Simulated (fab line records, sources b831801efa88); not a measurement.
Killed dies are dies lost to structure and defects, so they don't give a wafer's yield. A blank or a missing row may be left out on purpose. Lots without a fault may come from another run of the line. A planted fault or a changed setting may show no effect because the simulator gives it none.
fab line records | flow sky130 | part 1 of 2: steps 1 to 27 of 38
record lots=5 wafers=15 last_day=51
route steps=708 shown CAPM@541 METAL3@555 VIA3@573
lots that met no fault: from a run of the same line without faults
start_h: hours from the record's first day to the start of the lot's first wafer shown | wait_h: hours since the lot's step before | " the same as in the row above | L1.1+2: a row that stands for several wafers | - no value, or no start given | * or withheld: withheld | < > ~ a bound
route shown NAME@n: a module of which the file shows steps, and the number in the route of the first | usual: mean/standard deviation of fault-free wafers | same: alike in all rows | chamber/n: place in a boat | sites: the reading at each site | _std_site: their standard deviation | _edge_site: outer sites' mean less inner sites' | radius_mm: how far each site lies from the wafer's centre | mask NAME#n: copy n | behind: the tool/chamber that last shaped the wafer | hold: why the lot was held/for how many hours/how that ended | device: the transistor (n, p or np) that didn't switch | end of line: the same wafers' tests at the end of the route | a step without rows: its recipe alone | killed: dies lost to structure and defects at the first sort, not the wafer's yield | map: a wafer's dies, x killed, . not, _ none there
set.NAME: the setting as run; set.NAME@STEP: as run at that earlier step | model.NAME: the simulator's own value behind a step, which no gauge read
lots at some steps of the route; a table a step, a row a wafer
services: from which hour (start_h, from the record's first day; less than 0 if before it) a tool's chamber was out of use, for how many hours, and why
## steps
# step SKY_CAPM_THK_MEAS_04
# recipe thk_meas_gauge=xrf reads=TiN_of_CAPM_SPUTTER_02
# usual CAPM_TIN_THK=202.6/2.7
# columns lot.wafer tool chamber start_h wait_h CAPM_TIN_THK[nm]
L074.2 film_metro-03 - 875.69 0.1 202.3
L074.4 " - " " 204.2
L074.6 " - " " 203.4
L077.1 film_metro-04 - 875.82 0.1 200.2
L077.2 " - " " 199.1
L077.4 " - " " 198.5
L082.1 film_metro-03 - 906.66 0.1 203.1
L082.5 " - " " 199.4
L082.6 " - " " 200.1
L089.2 film_metro-04 - 1018.62 0.1 201.7
L089.3 " - " " 203.4
L089.6 " - " " 202.1
L096.1 film_metro-01 - 1027.69 0.1 203.9
L096.3 " - " " 204.6
L096.6 " - " " 204.4
# step SKY_CAPM_DEHYDRATE_05
# recipe temp_c=200 time_s=60
# same time_s=60
# columns lot.wafer tool chamber start_h wait_h
L074.2+4+6 litho_track-01 0 887.16 11.5
L077.1+2+4 litho_track-02 0 887.23 11.4
L082.1+5+6 litho_track-03 0 918.99 12.3
L089.2+3+6 litho_track-03 0 1028.71 10.1
L096.1+3+6 litho_track-01 0 1036.28 8.6
# step SKY_CAPM_HMDS_06
# recipe prime_time_s=60 prime_temp_c=120
# same prime_time_s=60
# columns lot.wafer tool chamber start_h wait_h
L074.2+4+6 litho_track-01 0 887.31 0.1
L077.1+2+4 litho_track-02 0 887.38 0.1
L082.1+5+6 litho_track-03 0 919.14 0.1
L089.2+3+6 litho_track-03 0 1028.86 0.1
L096.1+3+6 litho_track-01 0 1036.43 0.1
# step SKY_CAPM_COAT_07
# recipe resist=NOVOLAK spin_rpm=3000 resist_thk_nm=1140
# usual spin_speed_rpm=2999.7/2
# columns lot.wafer tool chamber start_h wait_h spin_speed_rpm
L074.2 litho_track-01 0 887.46 0.1 2999.8
L074.4 " 0 " " 3003.0
L074.6 " 0 " " 3000.8
L077.1 litho_track-02 0 887.53 0.1 3000.9
L077.2 " 0 " " 2999.6
L077.4 " 0 " " 2999.7
L082.1 litho_track-03 0 919.29 0.1 2997.8
L082.5 " 0 " " 2998.3
L082.6 " 0 " " 3001.3
L089.2 litho_track-03 0 1029.01 0.1 3002.5
L089.3 " 0 " " 3002.0
L089.6 " 0 " " 3000.4
L096.1 litho_track-01 0 1036.58 0.1 3001.0
L096.3 " 0 " " 2999.7
L096.6 " 0 " " 2999.4
# step SKY_CAPM_SOFTBAKE_08
# recipe temp_c=90 time_s=60 resist=NOVOLAK
# same time_s=60
# columns lot.wafer tool chamber start_h wait_h
L074.2+4+6 litho_track-01 0 887.61 0.1
L077.1+2+4 litho_track-02 0 887.68 0.1
L082.1+5+6 litho_track-03 0 919.44 0.1
L089.2+3+6 litho_track-03 0 1029.16 0.1
L096.1+3+6 litho_track-01 0 1036.73 0.1
# step SKY_CAPM_EXPOSE_09
# recipe mask_id=CAPM na=0.6 source_shape=conventional sigma_outer=0.6 polarization=unpolarized target_cd_nm=1000 dose_mj=159
# usual exposure_dose_mJ_cm2=159.02/0.16
# columns lot.wafer tool chamber start_h wait_h mask exposure_dose_mJ_cm2
L074.2 iline_stepper-01 0 - - CAPM#0 159.08
L074.4 " 0 " " CAPM#0 158.96
L074.6 " 0 " " CAPM#0 158.76
L077.1 iline_stepper-02 0 - - CAPM#0 159.10
L077.2 " 0 " " CAPM#0 159.09
L077.4 " 0 " " CAPM#0 158.92
L082.1 iline_stepper-02 0 - - CAPM#0 159.10
L082.5 " 0 " " CAPM#0 158.71
L082.6 " 0 " " CAPM#0 159.06
L089.2 iline_stepper-02 0 - - CAPM#0 159.25
L089.3 " 0 " " CAPM#0 159.20
L089.6 " 0 " " CAPM#0 159.11
L096.1 iline_stepper-02 0 - - CAPM#0 159.15
L096.3 " 0 " " CAPM#0 159.02
L096.6 " 0 " " CAPM#0 159.05
# step SKY_CAPM_PEB_10
# recipe temp_c=withheld time_s=* resist=NOVOLAK
# same time_s=*
# columns lot.wafer tool chamber start_h wait_h
L074.2+4+6 litho_track-01 0 - -
L077.1+2+4 litho_track-01 0 - -
L082.1+5+6 litho_track-02 0 - -
L089.2+3+6 litho_track-02 0 - -
L096.1+3+6 litho_track-01 0 - -
# step SKY_CAPM_DEVELOP_11
# recipe resist=NOVOLAK developer=TMAH develop_time_s=60 dev_temp_c=23
# columns lot.wafer tool chamber start_h wait_h
L074.2+4+6 litho_track-01 0 899.41 0.1
L077.1+2+4 litho_track-01 0 899.68 0.1
L082.1+5+6 litho_track-02 0 929.78 0.1
L089.2+3+6 litho_track-02 0 1039.26 0.1
L096.1+3+6 litho_track-01 0 1049.23 0.1
# step SKY_CAPM_OVL_MEAS_12
# usual CAPM_OVL=0.2/1.3
# columns lot.wafer tool chamber start_h wait_h CAPM_OVL[nm]
L074.2 overlay-01 - 899.54 0.1 -0.2
L074.4 " - " " -2.4
L074.6 " - " " -0.3
L077.1 overlay-02 - 899.83 0.1 -0.1
L077.2 " - " " 0.9
L077.4 " - " " 2.3
L082.1 overlay-02 - 929.93 0.1 0.3
L082.5 " - " " 2.5
L082.6 " - " " 0.6
L089.2 overlay-01 - 1039.39 0.1 -1.3
L089.3 " - " " 1.1
L089.6 " - " " 0.4
L096.1 overlay-02 - 1049.38 0.1 0.1
L096.3 " - " " 1.8
L096.6 " - " " 2.0
# step SKY_CAPM_METAL_ETCH_13
# recipe target_depth_nm=220 stop_on=SiO2 chemistry=Cl2/BCl3 target=TiN pressure_mtorr=10 icp_w=900 bias_w=48.5 Cl2_flow_sccm=60 bcl3_flow_sccm=30 time_s=62.9
# usual bcl3_flow_sccm=30.00/0.087 chamber_pressure_mTorr=9.999/0.0094 drypump_motor_current_A=6.01/0.23 mfc_cl2_sccm=59.99/0.18 oes_product_au=0.942/0.0077 throttle_valve_pct=21.902/0.01
# same time_s=62.9
# columns lot.wafer tool chamber start_h wait_h bcl3_flow_sccm chamber_pressure_mTorr drypump_motor_current_A mfc_cl2_sccm oes_product_au rf_hours_counter_h throttle_valve_pct
L074.2 rie_metal-02 1 899.57 0.0 29.98 10.011 6.23 60.16 0.947 10 21.903
L074.4 " 1 " " 29.97 9.993 6.22 60.34 0.945 - 21.887
L074.6 " 1 " " 29.98 10.009 6.24 59.91 0.945 - 21.888
L077.1 rie_metal-03 1 899.87 0.0 29.78 9.995 6.00 59.61 0.942 10 21.914
L077.2 " 0 " " 29.95 10.000 5.93 60.13 0.936 16 21.921
L077.4 " 1 " " 30.01 9.999 6.00 59.91 0.928 - 21.910
L082.1 rie_metal-01 1 929.97 0.0 30.14 9.991 5.74 60.26 0.951 1 21.890
L082.5 " 0 " " 29.96 9.999 6.27 60.17 0.937 - 21.905
L082.6 " 1 " " 30.04 10.001 5.77 59.91 0.935 - 21.900
L089.2 rie_metal-01 0 1039.42 0.0 30.06 10.005 6.25 59.96 0.938 14 21.901
L089.3 " 1 " " 29.87 9.988 5.78 59.88 0.948 - 21.910
L089.6 " 1 " " 30.00 10.004 5.75 59.74 0.935 - 21.904
L096.1 rie_metal-02 1 1049.42 0.0 29.96 10.000 6.22 60.02 0.941 17 21.903
L096.3 " 0 " " 30.03 9.990 5.69 59.76 0.944 - 21.901
L096.6 " 0 " " 30.06 9.995 5.71 60.01 0.942 - 21.905
# step SKY_CAPM_STRIP_14
# recipe chemistry=O2/N2 power_w=1400 pressure_mtorr=1500 platen_temp_c=withheld o2_flow_sccm=3000 n2_flow_sccm=300 overash_fraction=0.5
# usual chamber_pressure_mTorr=1499.9/1.3 drypump_motor_current_A=5.6/0.37 oes_product_au=0.710/0.0042 strip_time_to_endpoint_s=12.66/0.047
# columns lot.wafer tool chamber start_h wait_h chamber_pressure_mTorr drypump_motor_current_A oes_product_au rf_hours_counter_h strip_time_to_endpoint_s
L074.2 plasma_asher-04 0 899.64 0.1 1501.7 5.8 0.710 14 12.66
L074.4 " 0 " " 1500.7 5.8 0.707 - 12.64
L074.6 " 0 " " 1502.1 5.7 0.706 - 12.64
L077.1 plasma_asher-01 0 899.94 0.1 1498.3 4.7 0.707 76 12.70
L077.2 " 1 " " 1498.9 5.9 0.709 76 12.64
L077.4 " 0 " " 1496.6 4.7 0.717 - 12.68
L082.1 plasma_asher-04 1 930.05 0.1 1499.6 5.6 0.719 17 12.62
L082.5 " 1 " " 1499.9 5.6 0.712 - 12.67
L082.6 " 0 " " 1498.7 5.8 0.713 - 12.64
L089.2 plasma_asher-03 1 1039.50 0.1 1501.3 5.5 0.703 121 12.69
L089.3 " 1 " " 1499.5 5.5 0.716 - 12.67
L089.6 " 0 " " 1497.1 5.9 0.705 - 12.67
L096.1 plasma_asher-03 1 1049.50 0.1 1499.6 5.5 0.712 122 12.75
L096.3 " 1 " " 1498.8 5.5 0.712 - 12.63
L096.6 " 0 " " 1498.8 5.9 0.714 - 12.68
# step SKY_CAPM_STRIP_15
# recipe chemistry=post_etch_residue_remover time_s=1200 temp_c=72.5
# same time_s=1200
# columns lot.wafer tool chamber start_h wait_h
L074.2+4+6 wet_bench-01 3 899.74 0.1
L077.1+2+4 wet_bench-04 1 900.04 0.1
L082.1+5+6 wet_bench-01 3 930.15 0.1
L089.2+3+6 wet_bench-03 3 1039.60 0.1
L096.1+3+6 wet_bench-03 0 1049.75 0.2
# step SKY_CAPM_CLEAN_16
# recipe chemistry=IPA time_s=180 temp_c=25
# same time_s=180
# columns lot.wafer tool chamber start_h wait_h
L074.2+4+6 wet_bench-01 2 900.15 0.0
L077.1+2+4 wet_bench-03 1 900.39 0.0
L082.1+5+6 wet_bench-03 3 930.49 0.0
L089.2+3+6 wet_bench-04 2 1039.97 0.0
L096.1+3+6 wet_bench-03 1 1050.18 0.1
# step SKY_CAPM_CLEAN_17
# recipe chemistry=O3/DIW dry=n2_spin
# columns lot.wafer tool chamber start_h wait_h
L074.2+4+6 wet_bench-01 3 900.22 0.0
L077.1+2+4 wet_bench-01 0 900.45 0.0
L082.1+5+6 wet_bench-04 3 930.55 0.0
L089.2+3+6 wet_bench-03 1 1040.03 0.0
L096.1+3+6 wet_bench-03 2 1050.31 0.1
# step SKY_METAL3_DEHYDRATE_05
# recipe temp_c=200 time_s=60
# same time_s=60
# columns lot.wafer tool chamber start_h wait_h
L074.2+4+6 litho_track-04 0 912.11 11.8
L077.1+2+4 litho_track-03 0 912.64 12.1
L082.1+5+6 litho_track-02 0 944.09 13.4
L089.2+3+6 litho_track-04 0 1050.96 10.8
L096.1+3+6 litho_track-02 0 1059.94 9.5
# step SKY_METAL3_HMDS_06
# recipe prime_time_s=60 prime_temp_c=120
# same prime_time_s=60
# columns lot.wafer tool chamber start_h wait_h
L074.2+4+6 litho_track-04 0 912.26 0.1
L077.1+2+4 litho_track-03 0 912.79 0.1
L082.1+5+6 litho_track-02 0 944.24 0.1
L089.2+3+6 litho_track-04 0 1051.11 0.1
L096.1+3+6 litho_track-02 0 1060.09 0.1
# step SKY_METAL3_COAT_07
# recipe resist=BARC temp_c=withheld time_s=withheld spin_rpm=3000 resist_thk_nm=60
# usual spin_speed_rpm=3000.1/2.4
# columns lot.wafer tool chamber start_h wait_h spin_speed_rpm
L074.2 litho_track-04 0 912.41 0.1 3001.1
L074.4 " 0 " " 3006.6
L074.6 " 0 " " 3004.0
L077.1 litho_track-03 0 912.94 0.1 2999.0
L077.2 " 0 " " 3000.6
L077.4 " 0 " " 2998.7
L082.1 litho_track-02 0 944.39 0.1 3000.4
L082.5 " 0 " " 2998.3
L082.6 " 0 " " 3002.1
L089.2 litho_track-04 0 1051.26 0.1 3001.3
L089.3 " 0 " " 2995.4
L089.6 " 0 " " 2997.8
L096.1 litho_track-02 0 1060.24 0.1 3002.1
L096.3 " 0 " " 3000.4
L096.6 " 0 " " 3000.9
# step SKY_METAL3_COAT_08
# recipe resist=KrF-thick spin_rpm=3000 resist_thk_nm=1140
# usual spin_speed_rpm=3000.2/2.3
# columns lot.wafer tool chamber start_h wait_h spin_speed_rpm
L074.2 litho_track-04 0 - - 2998.2
L074.4 " 0 " " 3000.0
L074.6 " 0 " " 3003.0
L077.1 litho_track-03 0 - - 2996.9
L077.2 " 0 " " 2998.2
L077.4 " 0 " " 2996.3
L082.1 litho_track-02 0 - - 3003.2
L082.5 " 0 " " 3002.4
L082.6 " 0 " " 3001.7
L089.2 litho_track-04 0 - - 2998.3
L089.3 " 0 " " 3000.4
L089.6 " 0 " " 3002.2
L096.1 litho_track-02 0 - - 2997.5
L096.3 " 0 " " 2998.6
L096.6 " 0 " " 2998.3
# step SKY_METAL3_SOFTBAKE_09
# recipe temp_c=100 time_s=90 resist=KrF-thick
# same time_s=90
# columns lot.wafer tool chamber start_h wait_h
L074.2+4+6 litho_track-04 0 - -
L077.1+2+4 litho_track-03 0 - -
L082.1+5+6 litho_track-02 0 - -
L089.2+3+6 litho_track-04 0 - -
L096.1+3+6 litho_track-02 0 - -
# step SKY_METAL3_EXPOSE_10
# recipe mask_id=MM3 na=0.68 source_shape=annular sigma_inner=0.4 sigma_outer=0.8 target_cd_nm=300 dose_mj=28
# usual exposure_dose_mJ_cm2=27.94/0.04
# columns lot.wafer tool chamber start_h wait_h mask exposure_dose_mJ_cm2
L074.2 krf_scanner-02 0 - - MM3#0 27.97
L074.4 " 0 " " MM3#0 27.99
L074.6 " 0 " " MM3#0 27.98
L077.1 krf_scanner-01 0 - - MM3#0 27.91
L077.2 " 0 " " MM3#0 27.96
L077.4 " 0 " " MM3#0 27.93
L082.1 krf_scanner-01 0 - - MM3#0 27.91
L082.5 " 0 " " MM3#0 27.93
L082.6 " 0 " " MM3#0 27.92
L089.2 krf_scanner-01 0 - - MM3#0 27.92
L089.3 " 0 " " MM3#0 27.90
L089.6 " 0 " " MM3#0 27.91
L096.1 krf_scanner-02 0 - - MM3#0 27.94
L096.3 " 0 " " MM3#0 27.94
L096.6 " 0 " " MM3#0 27.94
# step SKY_METAL3_PEB_11
# recipe peb_temp_c=withheld peb_time_s=withheld resist=KrF-thick
# columns lot.wafer tool chamber start_h wait_h
L074.2+4+6 litho_track-04 0 - -
L077.1+2+4 litho_track-02 0 - -
L082.1+5+6 litho_track-04 0 - -
L089.2+3+6 litho_track-03 0 - -
L096.1+3+6 litho_track-03 0 - -
# step SKY_METAL3_DEVELOP_12
# recipe develop_time_s=60 resist=KrF-thick dev_temp_c=21
# columns lot.wafer tool chamber start_h wait_h
L074.2+4+6 litho_track-04 0 - -
L077.1+2+4 litho_track-02 0 - -
L082.1+5+6 litho_track-04 0 - -
L089.2+3+6 litho_track-03 0 - -
L096.1+3+6 litho_track-03 0 - -
# step SKY_METAL3_CD_MEAS_13
# recipe target_cd_nm=300
# usual cd_nm=299.9/1.4
# columns lot.wafer tool chamber start_h wait_h cd_nm
L074.2 cd_sem-02 - 924.65 - 299.1
L074.4 " - " " 298.9
L074.6 " - " " 299.9
L077.1 cd_sem-02 - 925.43 - 298.7
L077.2 " - " " 298.0
L077.4 " - " " 297.8
L082.1 cd_sem-01 - 954.85 - 298.7
L082.5 " - " " 299.3
L082.6 " - " " 297.8
L089.2 cd_sem-02 - 1064.41 - 299.6
L089.3 " - " " 298.9
L089.6 " - " " 298.9
L096.1 cd_sem-01 - 1073.74 - 298.9
L096.3 " - " " 299.2
L096.6 " - " " 299.2
# step SKY_METAL3_OVL_MEAS_14
# usual METAL3_OVL=2/5.8
# columns lot.wafer tool chamber start_h wait_h METAL3_OVL[nm]
L074.2 overlay-01 - 924.76 0.1 -10
L074.4 " - " " -4
L074.6 " - " " -9
L077.1 overlay-02 - 925.55 0.1 0
L077.2 " - " " 1
L077.4 " - " " 0
L082.1 overlay-02 - 954.97 0.1 5
L082.5 " - " " 7
L082.6 " - " " -5
L089.2 overlay-02 - 1064.51 0.1 3
L089.3 " - " " 11
L089.6 " - " " 6
L096.1 overlay-01 - 1073.86 0.1 -4
L096.3 " - " " -5
L096.6 " - " " 4
# step SKY_METAL3_DESCUM_15
# recipe chemistry=O2 source_power_w=150 bias_power_w=0 pressure_mtorr=10 temp_c=40 time_s=8
# usual chamber_pressure_mTorr=10.000/0.0088 drypump_motor_current_A=5.9/0.43 oes_product_au=0.993/0.012
# same time_s=8
# columns lot.wafer tool chamber start_h wait_h chamber_pressure_mTorr drypump_motor_current_A oes_product_au rf_hours_counter_h
L074.2 rie_metal-02 1 924.79 0.0 9.992 6.2 0.986 11
L074.4 " 1 " " 10.003 6.2 0.987 -
L074.6 " 0 " " 10.012 5.7 1.003 -
L077.1 rie_metal-02 0 925.59 0.0 10.001 5.7 0.991 7
L077.2 " 1 " " 9.993 6.2 0.991 11
L077.4 " 0 " " 9.991 5.7 1.013 -
L082.1 rie_metal-02 1 955.01 0.0 10.015 6.2 0.978 12
L082.5 " 1 " " 9.995 6.2 0.976 -
L082.6 " 0 " " 9.973 5.7 1.001 -
L089.2 rie_metal-03 1 1064.54 0.0 10.007 6.0 0.978 19
L089.3 " 1 " " 9.996 6.0 0.983 -
L089.6 " 0 " " 10.015 5.9 1.012 -
L096.1 rie_metal-03 0 1073.89 0.0 10.003 5.9 1.009 7
L096.3 " 0 " " 9.995 5.9 1.002 -
L096.6 " 0 " " 9.992 5.9 1.005 -
# step SKY_METAL3_ETCH_16
# recipe chemistry=N2/H2 target=BARC ion_energy_ev=200 bias_w=100 pressure_mtorr=30 n2_flow_sccm=100 h2_flow_sccm=200 icp_w=500 stop_on=SiO2 time_s=88.2 target_depth_a=600
# usual chamber_pressure_mTorr=30.002/0.025 drypump_motor_current_A=5.9/0.43 oes_product_au=0.626/0.0046 throttle_valve_pct=13.205/0.009
# same time_s=88.2
# columns lot.wafer tool chamber start_h wait_h chamber_pressure_mTorr drypump_motor_current_A oes_product_au rf_hours_counter_h throttle_valve_pct
L074.2 rie_metal-02 1 924.82 0.0 30.036 6.3 0.626 11 13.204
L074.4 " 1 " " 30.015 6.2 0.631 - 13.212
L074.6 " 0 " " 29.966 5.7 0.622 - 13.194
L077.1 rie_metal-02 0 925.62 0.0 29.996 5.7 0.625 7 13.201
L077.2 " 1 " " 29.974 6.3 0.621 11 13.191
L077.4 " 0 " " 29.981 5.7 0.625 - 13.200
L082.1 rie_metal-02 1 955.04 0.0 29.992 6.3 0.623 12 13.209
L082.5 " 1 " " 29.993 6.2 0.627 - 13.202
L082.6 " 0 " " 30.029 5.6 0.630 - 13.197
L089.2 rie_metal-03 1 1064.58 0.0 30.006 6.1 0.625 19 13.208
L089.3 " 1 " " 30.009 6.0 0.624 - 13.210
L089.6 " 0 " " 30.051 5.9 0.616 - 13.198
L096.1 rie_metal-03 0 1073.93 0.0 30.015 5.9 0.614 7 13.196
L096.3 " 0 " " 29.981 5.9 0.619 - 13.206
L096.6 " 0 " " 30.025 5.9 0.620 - 13.199
# step SKY_METAL3_ETCH_17
# recipe target=SiO2 stop_on=TiN chemistry=C4F8/O2/Ar source_w=1500 bias_w=1200 pressure_mtorr=40 c4f8_flow_sccm=withheld O2_flow_sccm=6 Ar_flow_sccm=300 time_s=3.9 target_depth_a=150
# usual chamber_pressure_mTorr=40.00/0.041 oes_product_au=0.756/0.0081
# same time_s=3.9
# columns lot.wafer tool chamber start_h wait_h chamber_pressure_mTorr oes_product_au rf_hours_counter_h
L074.2 rie_diel-04 1 924.92 0.1 40.03 0.751 10
L074.4 " 3 " " 39.96 0.750 15
L074.6 " 0 " " 40.04 0.766 -
L077.1 rie_diel-02 0 925.72 0.1 39.95 0.764 13
L077.2 " 1 " " 39.90 0.762 16
L077.4 " 3 " " 40.04 0.764 4
L082.1 rie_diel-02 1 955.14 0.1 40.04 0.751 17
L082.5 " 3 " " 39.92 0.748 -
L082.6 " 2 " " 39.98 0.759 -
L089.2 rie_diel-04 0 1064.67 0.1 39.93 0.763 19
L089.3 " 1 " " 40.01 0.757 15
L089.6 " 3 " " 40.01 0.744 -
L096.1 rie_diel-02 3 1074.02 0.1 40.03 0.745 8
L096.3 " 2 " " 40.03 0.752 22
L096.6 " 3 " " 40.05 0.747 -
